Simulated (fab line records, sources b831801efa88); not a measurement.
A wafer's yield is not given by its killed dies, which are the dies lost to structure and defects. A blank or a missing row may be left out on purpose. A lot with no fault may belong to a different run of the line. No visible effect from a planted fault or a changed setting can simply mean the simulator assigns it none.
fab line records + flow gf180mcu
record:
- lots: 15
- wafers: 45
- last_day: 34
route steps=602 shown V5@562 TOP_METAL@567 PASSIVATION@587
lots that met no fault: taken from a fault-free run of the same line
start_h: start of the lot's first displayed wafer, in hours after the record's first day + wait_h: time in hours since the lot's previous step + " unchanged from the row above + L1.1+2: one row covering several wafers at once + - no value, or no start given + * or withheld: withheld + < > ~ a bound
route shown NAME@n: names a module that has steps shown in the file, with the first one's number in the route + usual: mean/standard deviation of fault-free wafers + same: alike in all rows + chamber/n: place in a boat + sites: each site's reading + _std_site: how widely they spread, as a standard deviation + _edge_site: inner sites' mean taken away from outer sites' mean + radius_mm: for every site, how far away it sits from the centre of the wafer + mask NAME#n: copy n + behind: the tool/chamber that last shaped the wafer + hold: the reason the lot was held/the length of the hold in hours/how it ended + device: the n, p or np transistor that did not switch + end of line: at the end of the route, the tests of the same wafers + step lacking rows: just its recipe + killed: count of dies lost to structure and defects at first sort (not the wafer's yield) + map: a wafer's dies, marking killed ones x, the rest . and places with no die _
set.NAME: the setting that was run; set.NAME@STEP: the one run at that earlier step + model.NAME: the simulator's own value behind a step, which no gauge read
route steps across a sampled set of lots; one table per step, one row per wafer
services: a tool's chamber out of use, with start hour (start_h, from the record's first day; less than 0 if before it), hours out, and reason
== steps ==
step: GF_V5_SPUTTER_22
recipe:
- material: TiN
- target_thk_nm: 10
- chamber_pressure_pa: 5
- power_w: 4000
- time_s: 40
usual:
- cathode_dc_power_W: 4000.1/0.82
- throttle_valve_pct: 30.7/0.88
| lot.wafer | tool           | chamber | start_h | wait_h | cathode_dc_power_W | throttle_valve_pct |
|-----------|----------------|---------|---------|--------|--------------------|--------------------|
| L411.4    | pvd_sputter-04 | -       | 629.35  | 0.0    | 3999.3             | 30.6               |
| L411.5    | "              | -       | "       | "      | 3999.5             | 32.5               |
| L411.6    | "              | -       | "       | "      | 4000.6             | 30.3               |
| L413.1    | pvd_sputter-02 | -       | 639.75  | 0.0    | 3999.1             | 30.8               |
| L413.3    | "              | -       | "       | "      | 4000.8             | 30.7               |
| L413.4    | "              | -       | "       | "      | 4001.1             | 30.7               |
| L414.2    | pvd_sputter-04 | -       | 648.34  | 0.0    | 4000.4             | 30.1               |
| L414.3    | "              | -       | "       | "      | 4000.0             | 30.5               |
| L414.5    | "              | -       | "       | "      | 4000.5             | 30.4               |
| L415.1    | pvd_sputter-04 | -       | 649.46  | 0.0    | 3999.3             | 29.0               |
| L415.2    | "              | -       | "       | "      | 4000.3             | 30.4               |
| L415.4    | "              | -       | "       | "      | 3999.0             | 30.4               |
| L416.1    | pvd_sputter-02 | -       | 661.88  | 0.0    | 3999.6             | 30.9               |
| L416.3    | "              | -       | "       | "      | 3999.4             | 30.9               |
| L416.4    | "              | -       | "       | "      | 4000.3             | 30.6               |
| L417.3    | pvd_sputter-04 | -       | 672.81  | 0.0    | 3998.9             | 30.3               |
| L417.5    | "              | -       | "       | "      | 3998.8             | 29.0               |
| L417.6    | "              | -       | "       | "      | 4001.0             | 30.3               |
| L418.2    | pvd_sputter-03 | -       | 684.86  | 0.0    | 3999.5             | 31.5               |
| L418.5    | "              | -       | "       | "      | 4000.1             | 31.0               |
| L418.6    | "              | -       | "       | "      | 4001.1             | 31.3               |
| L412.1    | pvd_sputter-02 | -       | 704.89  | 0.0    | 4000.1             | 31.0               |
| L412.2    | "              | -       | "       | "      | 4000.3             | 30.9               |
| L412.6    | "              | -       | "       | "      | 3999.0             | 30.8               |
| L423.3    | pvd_sputter-04 | -       | 722.98  | 0.0    | 4000.4             | 30.7               |
| L423.5    | "              | -       | "       | "      | 4001.0             | 29.2               |
| L423.6    | "              | -       | "       | "      | 4001.1             | 30.3               |
| L424.1    | pvd_sputter-03 | -       | 735.55  | 0.0    | 4000.0             | 31.1               |
| L424.4    | "              | -       | "       | "      | 3998.7             | 31.5               |
| L424.6    | "              | -       | "       | "      | 4000.1             | 31.2               |
| L425.1    | pvd_sputter-03 | -       | 740.91  | 0.0    | 3999.1             | 30.9               |
| L425.3    | "              | -       | "       | "      | 4000.1             | 31.4               |
| L425.6    | "              | -       | "       | "      | 3999.0             | 31.0               |
| L427.1    | pvd_sputter-04 | -       | 744.68  | 0.0    | 4000.8             | 30.4               |
| L427.4    | "              | -       | "       | "      | 3999.7             | 28.8               |
| L427.5    | "              | -       | "       | "      | 4000.2             | 32.3               |
| L426.1    | pvd_sputter-03 | -       | 751.35  | 0.0    | 3999.8             | 29.9               |
| L426.3    | "              | -       | "       | "      | 3999.7             | 31.0               |
| L426.4    | "              | -       | "       | "      | 4001.3             | 31.7               |
| L430.1    | pvd_sputter-04 | -       | 764.16  | 0.0    | 4000.0             | 30.6               |
| L430.3    | "              | -       | "       | "      | 3999.3             | 32.2               |
| L430.6    | "              | -       | "       | "      | 4000.3             | 32.1               |
| L434.1    | pvd_sputter-03 | -       | 787.10  | 0.0    | 4000.5             | 31.5               |
| L434.2    | "              | -       | "       | "      | 4000.9             | 29.8               |
| L434.6    | "              | -       | "       | "      | 4000.4             | 31.5               |
step: GF_TOP_METAL_SPUTTER_00
recipe:
- material: Ti
- target_thk_nm: 37.5
- arriving_ion_energy_ev: 80
- substrate_temp_c: 200
- chamber_pressure_pa: 2
- power_w: 4000
- time_s: 150
usual:
- cathode_dc_power_W: 4000.0/0.76
- throttle_valve_pct: 30.4/0.98
| lot.wafer | tool           | chamber | start_h | wait_h | cathode_dc_power_W | throttle_valve_pct |
|-----------|----------------|---------|---------|--------|--------------------|--------------------|
| L411.4    | pvd_sputter-02 | -       | 629.98  | 0.2    | 4000.5             | 30.7               |
| L411.5    | "              | -       | "       | "      | 4000.3             | 30.8               |
| L411.6    | "              | -       | "       | "      | 3999.5             | 30.4               |
| L413.1    | pvd_sputter-02 | -       | 640.38  | 0.1    | 4000.6             | 30.8               |
| L413.3    | "              | -       | "       | "      | 4000.2             | 30.5               |
| L413.4    | "              | -       | "       | "      | 4000.8             | 30.7               |
| L414.2    | pvd_sputter-01 | -       | 648.97  | 0.2    | 4000.0             | 30.2               |
| L414.3    | "              | -       | "       | "      | 4000.5             | 28.3               |
| L414.5    | "              | -       | "       | "      | 3999.8             | 31.9               |
| L415.1    | pvd_sputter-01 | -       | 650.09  | 0.1    | 3999.5             | 31.8               |
| L415.2    | "              | -       | "       | "      | 4000.9             | 28.3               |
| L415.4    | "              | -       | "       | "      | 4000.7             | 29.2               |
| L416.1    | pvd_sputter-02 | -       | 662.51  | 0.1    | 4000.9             | 30.6               |
| L416.3    | "              | -       | "       | "      | 4000.8             | 30.8               |
| L416.4    | "              | -       | "       | "      | 4000.0             | 30.6               |
| L417.3    | pvd_sputter-01 | -       | 673.44  | 0.1    | 4000.1             | 29.2               |
| L417.5    | "              | -       | "       | "      | 3999.7             | 30.2               |
| L417.6    | "              | -       | "       | "      | 3999.9             | 31.7               |
| L418.2    | pvd_sputter-03 | -       | 685.64  | 0.1    | 4000.1             | 29.8               |
| L418.5    | "              | -       | "       | "      | 4000.7             | 31.5               |
| L418.6    | "              | -       | "       | "      | 4000.0             | 30.1               |
| L412.1    | pvd_sputter-03 | -       | 705.75  | 0.2    | 3998.7             | 31.0               |
| L412.2    | "              | -       | "       | "      | 4001.1             | 30.9               |
| L412.6    | "              | -       | "       | "      | 4000.0             | 30.7               |
| L423.3    | pvd_sputter-03 | -       | 724.16  | 0.1    | 3999.5             | 31.1               |
| L423.5    | "              | -       | "       | "      | 4001.3             | 31.5               |
| L423.6    | "              | -       | "       | "      | 4000.6             | 29.8               |
| L424.1    | pvd_sputter-02 | -       | 736.18  | 0.2    | 3999.9             | 30.8               |
| L424.4    | "              | -       | "       | "      | 4001.8             | 30.6               |
| L424.6    | "              | -       | "       | "      | 3999.8             | 30.6               |
| L425.1    | pvd_sputter-01 | -       | 741.54  | 0.2    | 3998.7             | 31.6               |
| L425.3    | "              | -       | "       | "      | 4000.6             | 29.2               |
| L425.6    | "              | -       | "       | "      | 4000.2             | 31.6               |
| L427.1    | pvd_sputter-02 | -       | 745.31  | 0.2    | 3999.8             | 30.8               |
| L427.4    | "              | -       | "       | "      | 4001.5             | 30.6               |
| L427.5    | "              | -       | "       | "      | 4000.6             | 30.9               |
| L426.1    | pvd_sputter-01 | -       | 751.98  | 0.2    | 4000.2             | 28.4               |
| L426.3    | "              | -       | "       | "      | 4000.8             | 30.0               |
| L426.4    | "              | -       | "       | "      | 4001.4             | 31.5               |
| L430.1    | pvd_sputter-02 | -       | 764.79  | 0.2    | 3998.7             | 30.7               |
| L430.3    | "              | -       | "       | "      | 3999.8             | 30.7               |
| L430.6    | "              | -       | "       | "      | 4000.4             | 30.3               |
| L434.1    | pvd_sputter-01 | -       | 787.73  | 0.1    | 3999.7             | 28.7               |
| L434.2    | "              | -       | "       | "      | 3999.6             | 29.1               |
| L434.6    | "              | -       | "       | "      | 4000.8             | 28.3               |
step: GF_TOP_METAL_METAL_ETCH_16
recipe:
- chemistry: Cl2/BCl3
- mask_material: NOVOLAK
- target_depth_nm: 1077.5
- stop_on: SiO2
- pressure_mtorr: 8
- icp_w: 800
- bias_w: 140
- Cl2_flow_sccm: 80
- bcl3_flow_sccm: 40
- time_s: 179.6
usual:
- bcl3_flow_sccm: 39.96/0.13
- bias_w: 140.0/0.41
- drypump_motor_current_A: 5.7/0.38
- oes_product_au: 0.968/0.01
- throttle_valve_pct: 28.253/0.013
| lot.wafer | tool         | chamber | start_h | wait_h | bcl3_flow_sccm | bias_w | drypump_motor_current_A | oes_product_au | rf_hours_counter_h | throttle_valve_pct |
|-----------|--------------|---------|---------|--------|----------------|--------|-------------------------|----------------|--------------------|--------------------|
| L411.4    | rie_metal-01 | 1       | 650.21  | 0.1    | 39.69          | 140.4  | 6.3                     | 0.975          | -                  | 28.255             |
| L411.5    | "            | 0       | "       | "      | 40.00          | 140.1  | 5.2                     | 0.972          | -                  | 28.252             |
| L411.6    | "            | 1       | "       | "      | 39.72          | 139.8  | 6.3                     | 0.976          | -                  | 28.239             |
| L413.1    | rie_metal-02 | 0       | 659.66  | 0.0    | 40.12          | 139.9  | 5.3                     | 0.961          | 3                  | 28.259             |
| L413.3    | "            | 1       | "       | "      | 40.06          | 139.9  | 5.7                     | 0.972          | -                  | 28.262             |
| L413.4    | "            | 0       | "       | "      | 40.06          | 139.6  | 5.3                     | 0.973          | -                  | 28.254             |
| L414.2    | rie_metal-02 | 1       | 668.66  | 0.0    | 39.97          | 139.6  | 5.8                     | 0.972          | 1                  | 28.238             |
| L414.3    | "            | 1       | "       | "      | 40.02          | 139.1  | 5.7                     | 0.959          | -                  | 28.256             |
| L414.5    | "            | 0       | "       | "      | 39.98          | 140.0  | 5.3                     | 0.956          | -                  | 28.266             |
| L415.1    | rie_metal-01 | 1       | 669.26  | 0.0    | 39.69          | 139.1  | 6.3                     | 0.959          | 3                  | 28.266             |
| L415.2    | "            | 1       | "       | "      | 39.68          | 139.7  | 6.3                     | 0.981          | -                  | 28.248             |
| L415.4    | "            | 1       | "       | "      | 39.55          | 139.4  | 6.3                     | 0.973          | -                  | 28.253             |
| L416.1    | rie_metal-04 | 1       | 681.76  | 0.0    | 39.76          | 139.2  | 5.8                     | 0.975          | 8                  | 28.229             |
| L416.3    | "            | 0       | "       | "      | 39.93          | 140.3  | 6.1                     | 0.988          | -                  | 28.227             |
| L416.4    | "            | 1       | "       | "      | 40.06          | 140.0  | 5.8                     | 0.978          | -                  | 28.250             |
| L417.3    | rie_metal-01 | 1       | 692.57  | 0.1    | 39.89          | 140.0  | 6.3                     | 0.963          | -                  | 28.259             |
| L417.5    | "            | 1       | "       | "      | 39.90          | 139.3  | 6.3                     | 0.981          | -                  | 28.239             |
| L417.6    | "            | 1       | "       | "      | 40.13          | 139.8  | 6.3                     | 0.958          | -                  | 28.251             |
| L418.2    | rie_metal-01 | 0       | 704.51  | 0.0    | 39.77          | 139.5  | 5.2                     | 0.972          | 1                  | 28.230             |
| L418.5    | "            | 1       | "       | "      | 39.82          | 139.7  | 6.3                     | 0.947          | -                  | 28.263             |
| L418.6    | "            | 0       | "       | "      | 39.83          | 139.8  | 5.2                     | 0.972          | -                  | 28.250             |
| L412.1    | rie_metal-01 | 1       | 724.35  | 0.0    | 39.84          | 140.1  | 6.3                     | 0.961          | 6                  | 28.276             |
| L412.2    | "            | 0       | "       | "      | 40.07          | 139.5  | 5.2                     | 0.957          | 2                  | 28.258             |
| L412.6    | "            | 0       | "       | "      | 40.16          | 139.4  | 5.3                     | 0.959          | -                  | 28.276             |
| L423.3    | rie_metal-02 | 1       | 742.22  | 0.1    | 40.11          | 139.8  | 5.7                     | 0.954          | -                  | 28.261             |
| L423.5    | "            | 1       | "       | "      | 39.93          | 139.5  | 5.7                     | 0.949          | -                  | 28.271             |
| L423.6    | "            | 1       | "       | "      | 40.08          | 139.9  | 5.7                     | 0.964          | -                  | 28.233             |
| L424.1    | rie_metal-02 | 0       | 753.50  | 0.0    | -              | -      | -                       | -              | -                  | -                  |
| L424.4    | "            | 1       | "       | "      | -              | -      | -                       | -              | -                  | -                  |
| L424.6    | "            | 0       | "       | "      | -              | -      | -                       | -              | -                  | -                  |
| L425.1    | rie_metal-02 | 1       | 758.90  | 0.0    | -              | -      | -                       | -              | -                  | -                  |
| L425.3    | "            | 0       | "       | "      | -              | -      | -                       | -              | -                  | -                  |
| L425.6    | "            | 0       | "       | "      | -              | -      | -                       | -              | -                  | -                  |
| L427.1    | rie_metal-04 | 1       | 762.25  | 0.0    | -              | -      | -                       | -              | -                  | -                  |
| L427.4    | "            | 1       | "       | "      | -              | -      | -                       | -              | -                  | -                  |
| L427.5    | "            | 0       | "       | "      | -              | -      | -                       | -              | -                  | -                  |
| L426.1    | rie_metal-04 | 1       | 768.95  | 0.0    | 39.87          | 139.2  | 5.8                     | 0.970          | 13                 | 28.263             |
| L426.3    | "            | 1       | "       | "      | 40.10          | 139.9  | 5.8                     | 0.968          | -                  | 28.243             |
| L426.4    | "            | 0       | "       | "      | 40.14          | 139.7  | 6.1                     | 0.956          | -                  | 28.272             |
| L430.1    | rie_metal-02 | 0       | 781.05  | 0.0    | 40.00          | 140.9  | 5.3                     | 0.973          | 8                  | 28.252             |
| L430.3    | "            | 1       | "       | "      | 40.04          | 140.6  | 5.7                     | 0.980          | -                  | 28.265             |
| L430.6    | "            | 0       | "       | "      | 39.98          | 140.5  | 5.3                     | 0.972          | -                  | 28.259             |
| L434.1    | rie_metal-02 | 1       | 803.35  | 0.0    | 40.18          | 140.2  | 5.7                     | 0.957          | 8                  | 28.265             |
| L434.2    | "            | 0       | "       | "      | 40.14          | 139.8  | 5.3                     | 0.954          | 10                 | 28.262             |
| L434.6    | "            | 0       | "       | "      | 40.17          | 139.8  | 5.3                     | 0.959          | -                  | 28.261             |
step: GF_TOP_METAL_STRIP_17
recipe:
- chemistry: O2/N2
- power_w: 1400
- pressure_mtorr: 1500
- platen_temp_c: 250
- o2_flow_sccm: 3000
- n2_flow_sccm: 300
- overash_fraction: 0.5
usual:
- drypump_motor_current_A: 5.6/0.41
- heater_power_w: 332/26
- n2_flow_sccm: 299.9/0.85
- oes_product_au: 0.710/0.0045
- strip_time_to_endpoint_s: 13.44/0.086
| lot.wafer | tool            | chamber | start_h | wait_h | drypump_motor_current_A | heater_power_w | n2_flow_sccm | oes_product_au | rf_hours_counter_h | strip_time_to_endpoint_s |
|-----------|-----------------|---------|---------|--------|-------------------------|----------------|--------------|----------------|--------------------|--------------------------|
| L411.4    | plasma_asher-04 | 0       | 650.36  | 0.1    | 5.1                     | 325            | 299.5        | 0.702          | -                  | 13.34                    |
| L411.5    | "               | 1       | "       | "      | 6.0                     | 299            | 300.8        | 0.712          | -                  | 13.35                    |
| L411.6    | "               | 0       | "       | "      | 5.1                     | 335            | 300.1        | 0.714          | -                  | 13.35                    |
| L413.1    | plasma_asher-04 | 0       | 659.83  | 0.1    | 5.0                     | 325            | 300.8        | 0.712          | 21                 | 13.35                    |
| L413.3    | "               | 1       | "       | "      | 6.0                     | 310            | 300.4        | 0.715          | -                  | 13.39                    |
| L413.4    | "               | 0       | "       | "      | 5.1                     | 337            | 299.6        | 0.701          | -                  | 13.34                    |
| L414.2    | plasma_asher-02 | 1       | 668.83  | 0.1    | 6.0                     | 322            | 300.2        | 0.705          | 98                 | 13.40                    |
| L414.3    | "               | 1       | "       | "      | 6.0                     | 312            | 298.3        | 0.717          | -                  | 13.32                    |
| L414.5    | "               | 1       | "       | "      | 6.0                     | 309            | 299.4        | 0.711          | -                  | 13.36                    |
| L415.1    | plasma_asher-04 | 1       | 669.61  | 0.3    | 6.0                     | 308            | 299.3        | 0.717          | 23                 | 13.37                    |
| L415.2    | "               | 0       | "       | "      | 5.1                     | 332            | 299.6        | 0.704          | 23                 | 13.43                    |
| L415.4    | "               | 1       | "       | "      | 6.0                     | 310            | 299.9        | 0.714          | -                  | 13.39                    |
| L416.1    | plasma_asher-02 | 1       | 681.93  | 0.1    | 5.9                     | 314            | 301.0        | 0.717          | 100                | 13.36                    |
| L416.3    | "               | 0       | "       | "      | 5.3                     | 356            | 301.3        | 0.715          | -                  | 13.56                    |
| L416.4    | "               | 1       | "       | "      | 6.0                     | 315            | 298.7        | 0.703          | -                  | 13.39                    |
| L417.3    | plasma_asher-01 | 0       | 692.83  | 0.2    | 5.6                     | 348            | 298.1        | 0.706          | -                  | 13.38                    |
| L417.5    | "               | 0       | "       | "      | 5.6                     | 346            | 300.4        | 0.713          | -                  | 13.40                    |
| L417.6    | "               | 1       | "       | "      | 6.1                     | 347            | 300.2        | 0.707          | -                  | 13.40                    |
| L418.2    | plasma_asher-01 | 1       | 704.68  | 0.1    | 6.1                     | 346            | 299.8        | 0.711          | 92                 | 13.45                    |
| L418.5    | "               | 0       | "       | "      | 5.6                     | 349            | 299.6        | 0.709          | -                  | 13.37                    |
| L418.6    | "               | 1       | "       | "      | 6.1                     | 348            | 299.3        | 0.711          | -                  | 13.47                    |
| L412.1    | plasma_asher-02 | 1       | 724.53  | 0.1    | 6.0                     | 314            | 300.7        | 0.712          | 105                | 13.33                    |
| L412.2    | "               | 0       | "       | "      | 5.3                     | 369            | 300.5        | 0.705          | 105                | 13.48                    |
| L412.6    | "               | 0       | "       | "      | 5.3                     | 374            | 300.4        | 0.705          | -                  | 13.46                    |
| L423.3    | plasma_asher-04 | 1       | 742.48  | 0.2    | 6.0                     | 300            | 302.2        | 0.709          | -                  | 13.56                    |
| L423.5    | "               | 0       | "       | "      | 5.0                     | 334            | 300.3        | 0.715          | -                  | 13.51                    |
| L423.6    | "               | 1       | "       | "      | 6.0                     | 305            | 300.5        | 0.709          | -                  | 13.55                    |
| L424.1    | plasma_asher-02 | 1       | 753.68  | 0.1    | 6.0                     | 315            | 300.0        | 0.712          | 1                  | 18.29                    |
| L424.4    | "               | 0       | "       | "      | 5.3                     | 371            | 300.7        | 0.715          | -                  | 18.26                    |
| L424.6    | "               | 0       | "       | "      | 5.2                     | 386            | 300.6        | 0.710          | -                  | 18.28                    |
| L425.1    | plasma_asher-04 | 0       | 759.08  | 0.1    | 5.1                     | 338            | 300.8        | 0.718          | 32                 | 18.24                    |
| L425.3    | "               | 1       | "       | "      | 6.1                     | 312            | 300.2        | 0.710          | -                  | 18.23                    |
| L425.6    | "               | 0       | "       | "      | 5.0                     | 336            | 300.7        | 0.720          | -                  | 18.27                    |
| L427.1    | plasma_asher-02 | 1       | 762.43  | 0.1    | 6.0                     | 300            | 299.7        | 0.714          | 2                  | 18.34                    |
| L427.4    | "               | 1       | "       | "      | 5.9                     | 307            | 299.6        | 0.718          | -                  | 18.28                    |
| L427.5    | "               | 1       | "       | "      | 6.0                     | 309            | 299.8        | 0.714          | -                  | 18.32                    |
| L426.1    | plasma_asher-02 | 0       | 769.13  | 0.1    | 5.2                     | 388            | 299.0        | 0.714          | 3                  | 13.55                    |
| L426.3    | "               | 0       | "       | "      | 5.2                     | 377            | 301.2        | 0.714          | -                  | 13.53                    |
| L426.4    | "               | 1       | "       | "      | 6.0                     | 303            | 299.2        | 0.711          | -                  | 13.60                    |
| L430.1    | plasma_asher-04 | 0       | 781.23  | 0.1    | 5.0                     | 330            | 299.0        | 0.706          | 34                 | 13.49                    |
| L430.3    | "               | 0       | "       | "      | 5.1                     | 330            | 300.1        | 0.720          | -                  | 13.61                    |
| L430.6    | "               | 1       | "       | "      | 6.0                     | 303            | 301.7        | 0.710          | -                  | 13.46                    |
| L434.1    | plasma_asher-01 | 0       | 803.53  | 0.1    | 5.6                     | 347            | 299.3        | 0.709          | 103                | 13.47                    |
| L434.2    | "               | 1       | "       | "      | 6.1                     | 343            | 299.6        | 0.702          | 103                | 13.41                    |
| L434.6    | "               | 0       | "       | "      | 5.6                     | 347            | 299.3        | 0.712          | -                  | 13.46                    |
step: GF_PASSIVATION_CVD_00
recipe:
- material: SiO2
- target_thk_nm: 1000
- precursor: TEOS
- temp_c: 400
- time_s: 111.95
- rf_w: 600
usual:
- heater_power_w: 628/69
- susceptor_temp_C: 400.02/0.21
| lot.wafer | tool     | chamber | start_h | wait_h | heater_power_w | susceptor_temp_C |
|-----------|----------|---------|---------|--------|----------------|------------------|
| L411.4    | pecvd-02 | 1       | 651.32  | 0.0    | 683            | 400.17           |
| L411.5    | "        | 0       | "       | "      | 623            | 399.77           |
| L411.6    | "        | 2       | "       | "      | 556            | 400.01           |
| L413.1    | pecvd-04 | 2       | 660.39  | 0.0    | 523            | 399.83           |
| L413.3    | "        | 1       | "       | "      | 605            | 400.19           |
| L413.4    | "        | 2       | "       | "      | 571            | 400.08           |
| L414.2    | pecvd-02 | 2       | 669.39  | 0.0    | 700            | 399.80           |
| L414.3    | "        | 0       | "       | "      | 631            | 400.35           |
| L414.5    | "        | 0       | "       | "      | 520            | 400.32           |
| L415.1    | pecvd-02 | 1       | 670.14  | 0.0    | 668            | 400.54           |
| L415.2    | "        | 2       | "       | "      | 702            | 399.99           |
| L415.4    | "        | 0       | "       | "      | 520            | 399.96           |
| L416.1    | pecvd-01 | 1       | 682.49  | 0.0    | 591            | 399.94           |
| L416.3    | "        | 2       | "       | "      | 655            | 400.09           |
| L416.4    | "        | 0       | "       | "      | 715            | 399.97           |
| L417.3    | pecvd-04 | 0       | 693.37  | 0.0    | 587            | 400.00           |
| L417.5    | "        | 2       | "       | "      | 581            | 400.28           |
| L417.6    | "        | 0       | "       | "      | 612            | 400.14           |
| L418.2    | pecvd-01 | 1       | 705.25  | 0.0    | 696            | 399.79           |
| L418.5    | "        | 1       | "       | "      | 576            | 400.07           |
| L418.6    | "        | 2       | "       | "      | 574            | 400.00           |
| L412.1    | pecvd-01 | 0       | 725.09  | 0.0    | 660            | 400.52           |
| L412.2    | "        | 2       | "       | "      | 619            | 399.79           |
| L412.6    | "        | 0       | "       | "      | 707            | 400.22           |
| L423.3    | pecvd-04 | 1       | 743.02  | 0.0    | 678            | 399.92           |
| L423.5    | "        | 2       | "       | "      | 562            | 399.98           |
| L423.6    | "        | 1       | "       | "      | 728            | 399.95           |
| L426.1    | pecvd-01 | 1       | 769.66  | 0.0    | 722            | 399.89           |
| L426.3    | "        | 2       | "       | "      | 575            | 399.97           |
| L426.4    | "        | 1       | "       | "      | 580            | 400.06           |
| L430.1    | pecvd-02 | 2       | 781.76  | 0.0    | 695            | 399.93           |
| L430.3    | "        | 0       | "       | "      | 637            | 399.93           |
| L430.6    | "        | 2       | "       | "      | 568            | 399.83           |
| L434.1    | pecvd-01 | 1       | 804.06  | 0.0    | 709            | 400.17           |
| L434.2    | "        | 2       | "       | "      | 629            | 400.32           |
| L434.6    | "        | 0       | "       | "      | 573            | 400.13           |
== services ==
| tool            | chamber | start_h | hours | kind   |
|-----------------|---------|---------|-------|--------|
| rie_metal-01    | -       | 608.33  | 10.0  | pm     |
| plasma_asher-01 | -       | 612.48  | 1.2   | repair |
| pvd_sputter-03  | -       | 617.98  | 56.6  | repair |
| pecvd-04        | 1       | 642.27  | 15.3  | repair |
| plasma_asher-02 | -       | 644.28  | 15.6  | pm     |
| plasma_asher-01 | -       | 644.73  | 27.9  | repair |
| pvd_sputter-02  | -       | 646.42  | 1.2   | repair |
| pecvd-01        | 2       | 658.38  | 3.5   | repair |
| pecvd-01        | -       | 670.91  | 0.9   | repair |
| pvd_sputter-04  | -       | 673.27  | 2.7   | repair |
| pvd_sputter-01  | -       | 673.84  | 2.4   | repair |
| pvd_sputter-02  | -       | 682.05  | 7.9   | repair |
| pvd_sputter-03  | -       | 686.16  | 4.2   | repair |
| rie_metal-01    | 0       | 692.18  | 1.8   | repair |
| pvd_sputter-04  | -       | 707.95  | 14.7  | repair |
| pvd_sputter-04  | -       | 733.16  | 3.1   | repair |
| plasma_asher-02 | -       | 733.75  | 9.0   | pm     |
| rie_metal-02    | 0       | 739.12  | 13.0  | repair |
| pvd_sputter-01  | -       | 755.67  | 7.6   | repair |
| pecvd-02        | -       | 765.87  | 0.8   | repair |
| plasma_asher-04 | -       | 774.03  | 4.3   | pm     |
| plasma_asher-04 | -       | 786.17  | 27.2  | repair |
| rie_metal-02    | -       | 801.50  | 0.9   | repair |
| pecvd-02        | -       | 803.88  | 2.8   | pm     |
== key ==
first_sign:
- step: GF_TOP_METAL_METAL_ETCH_16
- reading: tool_record
- direction: missing
effect:
- step: GF_TOP_METAL_STRIP_17
- reading: strip_time_to_endpoint_s
- direction: up
- sigmas: 56
- usual: *
- struck: *
met_at GF_TOP_METAL_METAL_ETCH_16
struck_lots L424,L425,L427
later_rows_left_out L424.1,L424.4,L424.6,L425.1,L425.3,L425.6,L427.1,L427.4,L427.5
sort_left_out L424.1,L424.4,L424.6,L425.1,L425.3,L425.6,L427.1,L427.4,L427.5
not_acting_at GF_V5_SPUTTER_22,GF_TOP_METAL_SPUTTER_00,GF_PASSIVATION_CVD_00
onset_between 742.22 753.50
fault:
- kind: skipped_step_whole
- tool: rie_metal-02,rie_metal-04
- chamber: -
- onset_h: 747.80
- steps: GF_TOP_METAL_METAL_ETCH_16
- scope: struck_lots_only
sort_left_out: the simulated sort isn't trusted on such a fault, so these wafers' sort isn't shown, and their yield isn't known
later_rows_left_out: the simulator's readings of these wafers behind a module that went badly wrong aren't trusted and aren't shown, but for the sort
